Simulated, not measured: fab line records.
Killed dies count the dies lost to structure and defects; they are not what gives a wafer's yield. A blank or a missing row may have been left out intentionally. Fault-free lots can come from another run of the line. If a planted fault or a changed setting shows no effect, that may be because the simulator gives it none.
Which tool did it? | flow gf180mcu | 21 wafers sampled from 7 lots at 1 step of a route of 602

WHAT EACH GAUGE READ, for each wafer
GF_VT_IMPLANT_TW_MEAS_43.
lot  | measured     | on            | VT_IMPLANT_4_TW
L526 | day 7 19:34  | film metro-01 | 682 681 680
L530 | day 8 21:47  | film metro-02 | 697 696 696
L532 | day 9 18:41  | film metro-03 | 688 686 689
L535 | day 10 12:17 | film metro-03 | 684 687 679
L537 | day 10 22:52 | film metro-03 | 684 681 681
L543 | day 12 11:38 | film metro-01 | 684 682 679
L547 | day 13 16:54 | film metro-02 | 695 691 691

WHAT TOOL EACH LOT RAN ON (gives the tool, then ch and the chambers of the sampled wafers, and finally the start)
The record holds no process step before these readings.

THE ANSWER, worked out from the rows above alone
Rule: what is usual is taken from the lots themselves. Put in order of their means at a reading, lots are off if they are a third of the lots or fewer, leave a main group of 4 or more, and stand apart from it by a gap of 3 or more times the standard deviation of the main group's means; of several such gaps the widest counts. Not used: any main group whose means are identical at the precision the tables above print for the reading. A lot without any number at a reading at which 4 lots or more have one is off too. Where the step has rows for the other lots, those lots are counted as sound.
Nothing can be told from this: no lot is off at any reading shown.

WHAT WAS PUT IN BY THE SIMULATOR
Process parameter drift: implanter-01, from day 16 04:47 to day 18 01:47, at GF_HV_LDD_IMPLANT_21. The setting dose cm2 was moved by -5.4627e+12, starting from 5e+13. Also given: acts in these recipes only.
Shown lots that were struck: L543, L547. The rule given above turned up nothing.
